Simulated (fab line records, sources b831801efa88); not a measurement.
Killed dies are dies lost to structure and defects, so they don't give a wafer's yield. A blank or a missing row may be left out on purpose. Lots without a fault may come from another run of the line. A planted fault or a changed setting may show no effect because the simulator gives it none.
fab line records | flow sky130
record lots=12 wafers=36 last_day=50
route steps=708 shown VT_ADJUST_NCORE@126 GATE_OXIDE@188 POLY_CUT@315 SD_N@349
lots that met no fault: from a run of the same line without faults
start_h: hours from the record's first day to the start of the lot's first wafer shown | wait_h: hours since the lot's step before | " the same as in the row above | L1.1+2: a row that stands for several wafers | - no value, or no start given | * or withheld: withheld | < > ~ a bound
route shown NAME@n: a module of which the file shows steps, and the number in the route of the first | usual: mean/standard deviation of fault-free wafers | same: alike in all rows | chamber/n: place in a boat | sites: the reading at each site | _std_site: their standard deviation | _edge_site: outer sites' mean less inner sites' | radius_mm: how far each site lies from the wafer's centre | mask NAME#n: copy n | behind: the tool/chamber that last shaped the wafer | hold: why the lot was held/for how many hours/how that ended | device: the transistor (n, p or np) that didn't switch | end of line: the same wafers' tests at the end of the route | a step without rows: its recipe alone | killed: dies lost to structure and defects at the first sort, not the wafer's yield | map: a wafer's dies, x killed, . not, _ none there
set.NAME: the setting as run; set.NAME@STEP: as run at that earlier step | model.NAME: the simulator's own value behind a step, which no gauge read
steps of the route over a sample of lots; a table a step, a row a wafer
services: from which hour (start_h, from the record's first day; less than 0 if before it) a tool's chamber was out of use, for how many hours, and why
## steps
# step SKY_VT_ADJUST_NCORE_CD_MEAS_07
# recipe target_cd_nm=380
# usual cd_nm=379.8/2.6
# columns lot.wafer tool chamber start_h wait_h cd_nm
L760.3 cd_sem-02 - 184.05 0.1 377.6
L760.5 " - " " 375.6
L760.6 " - " " 378.3
L762.1 cd_sem-01 - 196.36 0.1 380.3
L762.3 " - " " 374.7
L762.4 " - " " 376.1
L764.1 cd_sem-01 - 211.86 0.1 379.8
L764.2 " - " " 381.8
L764.6 " - " " 378.8
L765.1 cd_sem-02 - 217.67 0.1 380.0
L765.5 " - " " 382.3
L765.6 " - " " 379.0
L768.3 cd_sem-02 - 235.05 0.1 379.8
L768.4 " - " " 378.2
L768.6 " - " " 378.9
L771.1 cd_sem-02 - 257.56 0.1 381.1
L771.2 " - " " 379.7
L771.5 " - " " 376.7
L773.1 cd_sem-02 - 273.71 0.1 377.3
L773.2 " - " " 377.0
L773.5 " - " " 377.8
L774.2 cd_sem-02 - 277.98 0.1 381.3
L774.4 " - " " 383.7
L774.6 " - " " 385.1
L775.1 cd_sem-02 - 285.03 0.1 381.2
L775.2 " - " " 379.9
L775.6 " - " " 381.6
L781.1 cd_sem-02 - 332.53 0.1 373.6
L781.2 " - " " 377.3
L781.5 " - " " 376.8
L783.2 cd_sem-02 - 341.80 0.1 378.4
L783.4 " - " " 378.4
L783.5 " - " " 380.5
L782.3 cd_sem-02 - 343.60 0.1 378.3
L782.5 " - " " 379.2
L782.6 " - " " 380.6
# step SKY_GATE_OXIDE_OXIDATION_01
# recipe temp_c=900 ambient=O2 stabilise_s=600 purge_s=300 target_thk_a=102.68 ox_time_s=1473
# usual spike_tc_bottom_C=916.1/2.3 spike_tc_centre_C=901.1/1.1 zone_power_centre_pct=18.0/0.73 zone_power_lower_pct=18.9/0.77 zone_power_upper_pct=17.6/0.31
# same ox_time_s=1473
# columns lot.wafer tool chamber start_h wait_h spike_tc_bottom_C spike_tc_centre_C zone_power_centre_pct zone_power_lower_pct zone_power_upper_pct
L760.3 furnace-02 0 283.21 1.2 916.6 902.4 19.1 19.9 17.9
L760.5 " 0 " " 918.8 901.7 19.0 19.7 17.8
L760.6 " 0 " " 919.0 902.8 18.7 19.9 18.3
L762.1 furnace-02 0 301.09 2.9 918.9 899.7 19.1 20.0 17.7
L762.3 " 0 " " 918.9 901.6 19.0 19.9 17.7
L762.4 " 0 " " 919.0 900.9 18.8 19.6 18.0
L764.1 furnace-02 0 319.61 0.8 918.3 900.7 19.0 20.0 17.8
L764.2 " 0 " " 918.8 899.7 19.0 19.7 17.9
L764.6 " 0 " " 920.5 899.5 18.9 19.9 17.9
L765.1 furnace-02 0 322.84 0.0 917.7 900.7 19.0 20.1 17.8
L765.5 " 0 " " 918.4 899.6 18.8 19.9 17.6
L765.6 " 0 " " 919.2 900.6 19.0 20.0 18.3
L768.3 furnace-01 0 340.15 0.0 914.6 901.7 17.1 18.1 17.2
L768.4 " 0 " " 914.0 901.2 17.3 18.0 17.4
L768.6 " 0 " " 913.9 900.5 17.4 18.2 17.7
L771.1 furnace-01 0 385.12 2.2 913.6 901.9 17.4 18.2 17.3
L771.2 " 0 " " 912.5 900.4 17.3 18.3 17.1
L771.5 " 0 " " 915.1 901.5 17.5 18.5 17.5
L773.1 furnace-01 0 389.54 3.6 915.0 882.8 11.3 21.4 20.3
L773.2 " 0 " " 913.5 884.3 11.5 21.7 20.3
L773.5 " 0 " " 914.6 882.8 11.6 21.4 20.4
L774.2 furnace-01 0 389.54 0.6 913.0 882.9 11.7 21.5 20.3
L774.4 " 0 " " 914.9 884.6 11.4 21.6 20.6
L774.6 " 0 " " 913.8 885.1 11.6 21.7 20.7
L775.1 furnace-01 0 400.30 2.3 915.2 884.3 11.9 21.7 20.8
L775.2 " 0 " " 914.1 885.4 11.5 21.5 20.3
L775.6 " 0 " " 913.1 881.5 11.5 21.9 20.2
L781.1 furnace-01 0 460.00 0.0 913.8 901.3 17.6 18.6 17.3
L781.2 " 0 " " 916.4 901.4 17.5 18.2 17.7
L781.5 " 0 " " 914.3 901.1 17.1 18.4 17.4
L782.3 furnace-02 0 468.45 0.0 919.4 899.7 19.0 19.7 17.8
L782.5 " 0 " " 919.8 901.3 19.0 19.8 18.0
L782.6 " 0 " " 921.0 899.7 18.9 19.8 18.1
L783.2 furnace-01 0 468.74 0.0 913.6 901.8 17.3 18.0 17.3
L783.4 " 0 " " 913.0 902.0 17.5 18.4 17.6
L783.5 " 0 " " 914.8 902.3 17.7 18.4 17.5
# step SKY_GATE_OXIDE_THK_MEAS_02
# recipe reads=SiO2_of_GATE_OXIDE_OXIDATION_01
# usual GATE_OXIDE_OXIDATION_00_THK=10.42/0.16
# columns lot.wafer tool chamber start_h wait_h hold GATE_OXIDE_OXIDATION_00_THK[nm]
L760.3 film_metro-03 - 284.64 0.0 - 10.44
L760.5 " - " " - 10.18
L760.6 " - " " - 10.27
L762.1 film_metro-03 - 302.50 0.0 - 10.56
L762.3 " - " " - 10.42
L762.4 " - " " - 10.36
L764.1 film_metro-02 - 321.02 0.0 - 10.48
L764.2 " - " " - 10.37
L764.6 " - " " - 10.58
L765.1 film_metro-01 - 324.25 0.0 - 10.91
L765.5 " - " " - 10.68
L765.6 " - " " - 10.91
L768.3 film_metro-03 - 341.58 0.0 - 10.17
L768.4 " - " " - 10.17
L768.6 " - " " - 10.20
L771.1 film_metro-02 - 386.53 0.0 - 10.29
L771.2 " - " " - 10.38
L771.5 " - " " - 10.52
L773.1 film_metro-01 - 390.95 0.0 await_dispo/0.2h/release 9.71
L773.2 " - " " await_dispo/0.2h/release 10.00
L773.5 " - " " await_dispo/0.2h/release 10.36
L773.1 film_metro-01 - 391.18 0.2 - 9.74
L773.2 " - " " - 9.99
L773.5 " - " " - 10.33
L774.2 film_metro-02 - 390.96 0.0 - 10.04
L774.4 " - " " - 10.24
L774.6 " - " " - 10.37
L775.1 film_metro-01 - 401.71 0.0 await_dispo/0.2h/release 9.72
L775.2 " - " " await_dispo/0.2h/release 9.69
L775.6 " - " " await_dispo/0.2h/release 9.78
L775.1 film_metro-01 - 401.99 0.3 - 9.73
L775.2 " - " " - 9.63
L775.6 " - " " - 9.79
L781.1 film_metro-02 - 461.40 0.0 - 10.12
L781.2 " - " " - 10.13
L781.5 " - " " - 10.19
L782.3 film_metro-02 - 469.88 0.0 - 10.48
L782.5 " - " " - 10.55
L782.6 " - " " - 10.53
L783.2 film_metro-03 - 470.16 0.0 - 10.51
L783.4 " - " " - 10.69
L783.5 " - " " - 10.51
# step SKY_POLY_CUT_CD_MEAS_08
# recipe target_cd_nm=270
# usual cd_nm=270.6/1.5
# columns lot.wafer tool chamber start_h wait_h cd_nm
L760.3 cd_sem-01 - 567.02 - 268.8
L760.5 " - " " 269.9
L760.6 " - " " 270.9
L762.1 cd_sem-01 - 579.78 - 270.4
L762.3 " - " " 270.9
L762.4 " - " " 270.4
L764.1 cd_sem-01 - 601.83 - 268.8
L764.2 " - " " 268.9
L764.6 " - " " 269.2
L765.1 cd_sem-01 - 602.56 - 268.6
L765.5 " - " " 269.0
L765.6 " - " " 267.2
L768.3 cd_sem-01 - 628.97 - 272.7
L768.4 " - " " 271.2
L768.6 " - " " 272.2
L774.2 cd_sem-01 - 669.40 - 270.4
L774.4 " - " " 268.8
L774.6 " - " " 269.3
L773.1 cd_sem-01 - 670.47 - 271.2
L773.2 " - " " 270.7
L773.5 " - " " 269.0
L771.1 cd_sem-02 - 672.61 - 270.1
L771.2 " - " " 271.6
L771.5 " - " " 271.0
L775.1 cd_sem-01 - 689.01 - 268.9
L775.2 " - " " 268.7
L775.6 " - " " 271.0
L781.1 cd_sem-01 - 733.77 - 270.9
L781.2 " - " " 269.4
L781.5 " - " " 269.5
L782.3 cd_sem-02 - 743.01 - 273.8
L782.5 " - " " 273.8
L782.6 " - " " 272.1
L783.2 cd_sem-02 - 743.34 - 271.0
L783.4 " - " " 269.4
L783.5 " - " " 269.5
# step SKY_SD_N_CD_MEAS_07
# recipe target_cd_nm=380
# usual cd_nm=380.3/2.7
# columns lot.wafer tool chamber start_h wait_h cd_nm
L760.3 cd_sem-01 - 654.80 0.1 382.7
L760.5 " - " " 380.6
L760.6 " - " " 381.4
L762.1 cd_sem-02 - 666.33 0.1 379.0
L762.3 " - " " 376.9
L762.4 " - " " 378.2
L764.1 cd_sem-02 - 687.31 0.1 378.1
L764.2 " - " " 378.8
L764.6 " - " " 380.4
L765.1 cd_sem-02 - 688.26 0.1 380.8
L765.5 " - " " 380.0
L765.6 " - " " 380.9
L768.3 cd_sem-02 - 713.67 0.1 377.8
L768.4 " - " " 375.9
L768.6 " - " " 378.2
L774.2 cd_sem-02 - 751.50 0.1 379.9
L774.4 " - " " 380.7
L774.6 " - " " 378.6
L773.1 cd_sem-01 - 753.61 0.1 377.5
L773.2 " - " " 377.7
L773.5 " - " " 376.3
L771.1 cd_sem-01 - 755.68 0.1 382.6
L771.2 " - " " 382.8
L771.5 " - " " 381.5
L775.1 cd_sem-02 - 770.56 0.1 382.0
L775.2 " - " " 381.6
L775.6 " - " " 380.9
L781.1 cd_sem-02 - 813.86 0.1 377.8
L781.2 " - " " 376.9
L781.5 " - " " 378.4
L782.3 cd_sem-01 - 822.02 0.1 382.3
L782.5 " - " " 381.5
L782.6 " - " " 380.4
L783.2 cd_sem-01 - 822.83 0.1 381.2
L783.4 " - " " 378.9
L783.5 " - " " 379.3
## services
# columns tool chamber start_h hours kind
furnace-01 - 264.20 26.0 pm
furnace-02 - 308.37 4.8 pm
furnace-01 - 324.22 3.2 pm
furnace-02 - 378.38 6.0 repair
furnace-02 - 388.36 3.8 pm
furnace-02 - 395.15 54.1 pm
furnace-01 - 450.58 3.9 pm
## key
first_sign step=SKY_GATE_OXIDE_OXIDATION_01 reading=spike_tc_centre_C direction=down sigmas=16 usual=901.1 struck=883.8
effect step=SKY_GATE_OXIDE_OXIDATION_01 reading=zone_power_upper_pct direction=up sigmas=9.3 usual=17.6 struck=20.4
effect step=SKY_GATE_OXIDE_THK_MEAS_02 reading=visit direction=added
met_at SKY_GATE_OXIDE_OXIDATION_01
struck_lots L773,L774,L775
tester_left_out L773,L774,L775
not_acting_at SKY_VT_ADJUST_NCORE_CD_MEAS_07,SKY_POLY_CUT_CD_MEAS_08,SKY_SD_N_CD_MEAS_07
onset_between 385.12 389.54
fault kind=process_parameter_drift tool=furnace-01 chamber=- onset_h=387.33 steps=SKY_GATE_OXIDE_OXIDATION_01 channel=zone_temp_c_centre offset=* shape=step end_h=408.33
# tester_left_out: of these lots the tester's yield and bins aren't shown, on N5 and GAA mostly nor the transistor test; their killed dies are dies lost to structure and defects alone, not to doping, threshold or leakage, so they don't give the yield
